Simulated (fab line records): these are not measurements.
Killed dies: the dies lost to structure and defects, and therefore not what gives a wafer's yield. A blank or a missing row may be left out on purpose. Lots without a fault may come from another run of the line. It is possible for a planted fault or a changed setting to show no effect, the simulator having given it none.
Chamber matching | flow gf180mcu | GF_V2_CMP_04 on cmp-01: 4 sister chambers
The step polishes SiO2. 4 wafers are shown with their chamber, then 10 later ones without.

## WAFERS, EACH WITH ITS CHAMBER
wafer  | chamber | timeToEndpointS (s)
L090.3 | 3       | 85
L090.4 | 2       | 73
L091.1 | 0       | 91
L091.3 | 1       | 76

## WAFERS WITH NO CHAMBER GIVEN
wafer  | timeToEndpointS (s)
L091.4 | 73
L093.1 | 84
L093.5 | 85
L093.6 | 93
L094.2 | 77
L094.3 | 78
L094.5 | 85
L096.3 | 73
L096.4 | 81
L096.5 | 83

## WHICH CHAMBER EACH ONE RAN IN
wafer  | from the rows above     | in truth
L091.4 | can't be placed: 2 or 1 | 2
L093.1 | 3                       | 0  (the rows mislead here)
L093.5 | 3                       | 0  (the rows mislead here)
L093.6 | 0                       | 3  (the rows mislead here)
L094.2 | can't be placed: 1 or 2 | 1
L094.3 | can't be placed: 1 or 2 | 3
L094.5 | 3                       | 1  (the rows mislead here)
L096.3 | can't be placed: 2 or 1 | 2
L096.4 | can't be placed: 3 or 1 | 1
L096.5 | 3                       | 3
1 of 10 placed correctly. From these rows, 5 cannot be placed; in 4 the true chamber is one of the candidates. Number placed wrongly: 4.
How it was worked out, from the rows above alone: a wafer's distance from a chamber is the root of the sum, over the readings, of the square of ((its reading less the chamber's mean) divided by the reading's scatter). If the next closest chamber is less than 2 further off than the closest, the wafer can't be placed; otherwise it belongs to the closest. Each chamber's mean is taken over the wafers shown for it. The scatter: with one shown wafer a chamber, the root of the mean of the squares of how far each hidden wafer lies from its nearest shown one.
